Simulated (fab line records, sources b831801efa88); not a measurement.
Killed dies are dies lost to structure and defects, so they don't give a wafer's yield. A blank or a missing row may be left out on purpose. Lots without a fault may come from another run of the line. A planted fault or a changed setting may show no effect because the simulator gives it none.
Split-lot experiment | flow sfq_line | 5 lots, 10 wafers read, on a route of 325 steps

THE SPLIT
At SFQ_TRILAYER_M0_LITHO_COAT_026 (resist thk 62 nm), the setting spin_rpm was moved away from the recipe's 3000 rpm on 2 of the 10 wafers read, by -6.7% to -5.5%. The other wafers ran this setting at the recipe's value.

The file shows no step between the split and the reading.

THE READING
etch.depth_nm (the simulator's own value, which no gauge read), in nm, at SFQ_TRILAYER_M0_BARC_OPEN_METAL_ETCH_031 (etches BARC in O2, target depth 125 nm, time 41.7 s). The file gives no usual value for it. The 8 wafers here that ran the recipe average 61.91 nm, standard deviation 0.2 nm.

wafer  | tool, chamber at the split | spin_rpm as run, rpm | against the recipe | etch.depth_nm, nm | against lot-mates on the recipe
L074.1 | litho_track-02, 0          | 3000                 | recipe             | 62.05             | -
L074.4 | litho_track-02, 0          | 3000                 | recipe             | 61.93             | -
L074.5 | litho_track-02, 0          | 3000                 | recipe             | 61.91             | -
L076.1 | litho_track-02, 0          | 2834                 | -5.5%              | 63.49             | +1.84
L076.2 | litho_track-02, 0          | 3000                 | recipe             | 61.76             | -
L076.4 | litho_track-02, 0          | 3000                 | recipe             | 61.54             | -
L079.3 | litho_track-01, 0          | 3000                 | recipe             | 62.26             | -
L080.2 | litho_track-02, 0          | 3000                 | recipe             | 61.83             | -
L084.1 | litho_track-01, 0          | 3000                 | recipe             | 61.96             | -
L084.2 | litho_track-01, 0          | 2799                 | -6.7%              | 64.28             | +2.32

THE FIT
A straight line over all 10 wafers: etch.depth_nm changes by -0.328 nm for each +1% of spin_rpm; r = -0.97; the points scatter about the line by 0.22 nm.
The same after taking each lot's own level away (the mean of its wafers on the recipe; 10 wafers): -0.341 nm for each +1%; r = -1.00; scatter 0.07 nm.
On that fit, the largest move of spin_rpm shifts the reading by 2.3 nm.
The lots' own levels span 61.650 to 62.260 nm, that is 3.1 times the standard deviation above.
So the lot-to-lot level changes the slope little: the two slopes agree.
Check: with one of the wafers moved furthest among these (-6.7%) left out of the fit, the line predicts +2.23 nm for it against its lot-mates. It came out at +2.32 nm against them.

OTHER SPLITS ON THESE WAFERS
These wafers also went through other splits before the reading. Each is held against what the fit with the lots' levels taken away leaves over:
other split on the same wafers                  | wafers away from the commonest value | r with etch.depth_nm (lot level and that fit taken away)
SFQ_TRILAYER_L0_DEP_SPUTTER_003 time_s          | 1                                    | -0.01
SFQ_TRILAYER_L0_BARC_OPEN_METAL_ETCH_010 bias_w | 2                                    | +0.01
SFQ_TRILAYER_L0_VIA_ETCH_VIA_ETCH_016 source_w  | 4                                    | +0.01

THE WHOLE CHAIN: every reading that the file lists as answering this split, in the file's order
step                                     | what it does                                        | reading                                                                                    | change (the file's fit)               | r (the file's)
SFQ_TRILAYER_M0_LITHO_COAT_026           | resist thk 62 nm                                    | BARC_of_TRILAYER_M0_LITHO_COAT_026.thk_nm (the simulator's own value, which no gauge read) | -0.335 nm for each +1% of the setting | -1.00
SFQ_TRILAYER_M0_BARC_OPEN_METAL_ETCH_031 | etches BARC in O2, target depth 125 nm, time 41.7 s | etch.depth_nm (the simulator's own value, which no gauge read)                             | -0.34 nm for each +1% of the setting  | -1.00

THE FILE'S OWN FIT
etch.depth_nm changes by -0.34 nm for each +1% of spin_rpm, r = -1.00.
